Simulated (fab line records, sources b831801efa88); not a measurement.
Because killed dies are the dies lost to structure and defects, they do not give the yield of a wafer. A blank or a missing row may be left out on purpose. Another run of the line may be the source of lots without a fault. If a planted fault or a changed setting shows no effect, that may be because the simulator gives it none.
The tool behind it: which one? :: flow sky130 :: Sampling: 6 lots, 18 wafers, 4 of 708 route steps

WHAT THE GAUGES READ, wafer by wafer
SKY_VIA1_THK_MEAS_23: measures by xrf.
lot: L879
measured: day 35 01:04
on: filmMetro-04
VIA1_W_THK (nm): 277 274 277

lot: L882
measured: day 36 09:34
on: filmMetro-02
VIA1_W_THK (nm): 273 278 270

lot: L891
measured: day 38 22:55
on: filmMetro-02
VIA1_W_THK (nm): 274 269 272

lot: L894
measured: day 39 17:23
on: filmMetro-03
VIA1_W_THK (nm): 279 279 279

lot: L896
measured: day 40 21:26
on: filmMetro-04
VIA1_W_THK (nm): 272 271 275

lot: L899
measured: day 41 04:01
on: filmMetro-04
VIA1_W_THK (nm): 279 286 279

WHICH TOOL RAN EACH LOT (tool, then ch and the chambers of the sampled wafers, then the start)
lot: L879
SKY_METAL1_DESCUM_17: rieMetal-04 ch 0,1, day 33 20:41
SKY_VIA1_STRIP_16: plasmaAsher-02 ch 0,1, day 35 00:11
SKY_VIA1_CVD_21: cvdW-02 ch 1, day 35 00:52

lot: L882
SKY_METAL1_DESCUM_17: rieMetal-04 ch 0,1, day 35 04:52
SKY_VIA1_STRIP_16: plasmaAsher-02 ch 0,1, day 36 08:42
SKY_VIA1_CVD_21: cvdW-01 ch 0,1, day 36 09:21

lot: L891
SKY_METAL1_DESCUM_17: rieMetal-02 ch 0,1, day 37 18:35
SKY_VIA1_STRIP_16: plasmaAsher-02 ch 0,1, day 38 22:03
SKY_VIA1_CVD_21: cvdW-02 ch 0, day 38 22:42

lot: L894
SKY_METAL1_DESCUM_17: rieMetal-04 ch 0,1, day 38 14:23
SKY_VIA1_STRIP_16: plasmaAsher-04 ch 0,1, day 39 16:27
SKY_VIA1_CVD_21: cvdW-02 ch 0,1, day 39 17:10

lot: L896
SKY_METAL1_DESCUM_17: rieMetal-04 ch 0,1, day 39 18:38
SKY_VIA1_STRIP_16: plasmaAsher-04 ch 0,1, day 40 20:34
SKY_VIA1_CVD_21: cvdW-02 ch 0,1, day 40 21:13

lot: L899
SKY_METAL1_DESCUM_17: rieMetal-04 ch 0,1, day 40 00:50
SKY_VIA1_STRIP_16: plasmaAsher-02 ch 0,1, day 41 03:07
SKY_VIA1_CVD_21: cvdW-01 ch 0,1, day 41 03:48
- SKY_METAL1_DESCUM_17: chemistry O2, time 8 s.
- SKY_VIA1_STRIP_16: strips in O2/N2.
- SKY_VIA1_CVD_21: deposits W, target thk 270 nm, time 80.902 s.

THE ANSWER, worked out from the rows above alone
Rule: the lots themselves supply what counts as usual. The widest of any qualifying gaps counts: lots, ordered by their means at a reading, are off when they make up no more than a third of the lots, leave a main group of 4 or more, and stand apart from it by 3 or more times the standard deviation of that group's means. A main group is skipped when, at the precision printed for the reading in the tables above, its means are all equal. Also off: a lot with no number at a reading for which 4 or more lots have one. All remaining lots with rows at the step are treated as sound.
None of the lots is off at any reading shown; this tells nothing.

WHAT THE SIMULATOR HAD INSERTED
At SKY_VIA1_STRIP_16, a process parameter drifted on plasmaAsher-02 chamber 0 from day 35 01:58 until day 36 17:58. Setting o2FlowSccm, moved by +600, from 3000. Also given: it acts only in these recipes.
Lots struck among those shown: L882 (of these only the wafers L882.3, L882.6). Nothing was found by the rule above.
